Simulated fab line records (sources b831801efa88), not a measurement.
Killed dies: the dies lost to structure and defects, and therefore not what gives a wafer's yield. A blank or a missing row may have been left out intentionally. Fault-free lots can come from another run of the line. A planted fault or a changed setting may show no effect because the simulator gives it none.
Which tool did it? / flow sky130 / 39 wafers from 13 lots sampled at 2 of the route's 708 steps

## WHAT EACH GAUGE READ, for each wafer
SKY_CONTACT_BOW_MEAS_05. Usual: CONTACT_BOW gives 81 um (standard deviation 7).
lot=L356; measured=day 31 00:43; on=film-metro-04; CONTACT_BOW (um)=87 76 69; flag=
lot=L360; measured=day 32 12:46; on=film-metro-04; CONTACT_BOW (um)=80 75 75; flag=
lot=L361; measured=day 32 16:26; on=film-metro-04; CONTACT_BOW (um)=79 82 86; flag=
lot=L363; measured=day 33 12:12; on=film-metro-04; CONTACT_BOW (um)=82 78 84; flag=
lot=L371; measured=day 35 23:06; on=film-metro-01; CONTACT_BOW (um)=78 79 75; flag=
lot=L372; measured=day 37 07:01; on=film-metro-02; CONTACT_BOW (um)=82 76 75; flag=
lot=L373; measured=day 37 07:30; on=film-metro-04; CONTACT_BOW (um)=78 69 75; flag=
lot=L376; measured=day 37 09:02; on=film-metro-04; CONTACT_BOW (um)=91 83 84; flag=
lot=L375; measured=day 37 11:31; on=film-metro-04; CONTACT_BOW (um)=89 82 82; flag=
lot=L378; measured=day 38 11:47; on=film-metro-01; CONTACT_BOW (um)=93 76 80; flag=

## WHAT TOOL EACH LOT RAN ON (gives the tool, then ch and the chambers of the sampled wafers, and finally the start)
lot=L356; SKY_GATE_OXIDE_WET_ETCH_12=wet-bench-02 ch 0, day 14 04:01
lot=L360; SKY_GATE_OXIDE_WET_ETCH_12=wet-bench-02 ch 2, day 15 17:30
lot=L361; SKY_GATE_OXIDE_WET_ETCH_12=wet-bench-04 ch 2, day 16 02:00
lot=L363; SKY_GATE_OXIDE_WET_ETCH_12=wet-bench-02 ch 3, day 16 18:54
lot=L364; SKY_GATE_OXIDE_WET_ETCH_12=wet-bench-02 ch 2, day 17 00:48
lot=L365; SKY_GATE_OXIDE_WET_ETCH_12=wet-bench-01 ch 2, day 17 07:52
lot=L366; SKY_GATE_OXIDE_WET_ETCH_12=wet-bench-01 ch 1, day 17 19:54
lot=L371; SKY_GATE_OXIDE_WET_ETCH_12=wet-bench-01 ch 0, day 19 12:51
lot=L372; SKY_GATE_OXIDE_WET_ETCH_12=wet-bench-01 ch 0, day 20 22:00
lot=L373; SKY_GATE_OXIDE_WET_ETCH_12=wet-bench-04 ch 3, day 21 10:22
lot=L376; SKY_GATE_OXIDE_WET_ETCH_12=wet-bench-01 ch 1, day 21 11:37
lot=L375; SKY_GATE_OXIDE_WET_ETCH_12=wet-bench-01 ch 2, day 21 18:31
lot=L378; SKY_GATE_OXIDE_WET_ETCH_12=wet-bench-02 ch 0, day 22 11:55
- SKY_GATE_OXIDE_WET_ETCH_12: etches SiO2 in dHF, target depth 16.8 nm, time 336 s.

## AS READ BY THE TOOLS THEMSELVES (means over the sampled wafers that have a number; for cases with no such wafer, the mark the record gives instead)
SKY_GATE_OXIDE_WET_ETCH_12. Usual: bath-heat-duty-pct 6.7 %, standard deviation 0.87; run-length-s 364 s, standard deviation 3.2.
lot=L356; tool=wet-bench-02; bath-heat-duty-pct (%)=7.9; run-length-s (s)=361; flag=
lot=L360; tool=wet-bench-02; bath-heat-duty-pct (%)=7.1; run-length-s (s)=369; flag=
lot=L361; tool=wet-bench-04; bath-heat-duty-pct (%)=5.7; run-length-s (s)=363; flag=
lot=L363; tool=wet-bench-02; bath-heat-duty-pct (%)=6.9; run-length-s (s)=363; flag=
lot=L364; tool=wet-bench-02; bath-heat-duty-pct (%)=-; run-length-s (s)=-; flag=OFF
lot=L365; tool=wet-bench-01; bath-heat-duty-pct (%)=-; run-length-s (s)=-; flag=OFF
lot=L366; tool=wet-bench-01; bath-heat-duty-pct (%)=-; run-length-s (s)=-; flag=OFF
lot=L371; tool=wet-bench-01; bath-heat-duty-pct (%)=6.9; run-length-s (s)=364; flag=
lot=L372; tool=wet-bench-01; bath-heat-duty-pct (%)=6.6; run-length-s (s)=364; flag=
lot=L373; tool=wet-bench-04; bath-heat-duty-pct (%)=6.0; run-length-s (s)=362; flag=
lot=L376; tool=wet-bench-01; bath-heat-duty-pct (%)=5.2; run-length-s (s)=363; flag=
lot=L375; tool=wet-bench-01; bath-heat-duty-pct (%)=6.8; run-length-s (s)=361; flag=
lot=L378; tool=wet-bench-02; bath-heat-duty-pct (%)=7.4; run-length-s (s)=363; flag=

## THE ANSWER, worked out from the rows above alone
Rule: a lot counts as off when the mean over its wafers that have a number is more than 3 standard deviations away from the usual mean. A lot without any number at a reading at which 4 lots or more have one is off too. All remaining lots with rows at the step are treated as sound. After the gauges, taken in route order, come the tools' own readings; for these a lot's mean is taken, as printed above. The first step at which some lot is off is used, and at that step the reading that is off furthest; a lot without a number counts as furthest.
Off: L364, L365, L366, at SKY_GATE_OXIDE_WET_ETCH_12 (bath-heat-duty-pct). Without a number there: L364, L365, L366.
A tool fits if, at that step or a process step before it, it ran every lot that is off, and no sound lot after the first of them. Not one of the candidates tried fits.

## WHAT WAS PUT IN BY THE SIMULATOR
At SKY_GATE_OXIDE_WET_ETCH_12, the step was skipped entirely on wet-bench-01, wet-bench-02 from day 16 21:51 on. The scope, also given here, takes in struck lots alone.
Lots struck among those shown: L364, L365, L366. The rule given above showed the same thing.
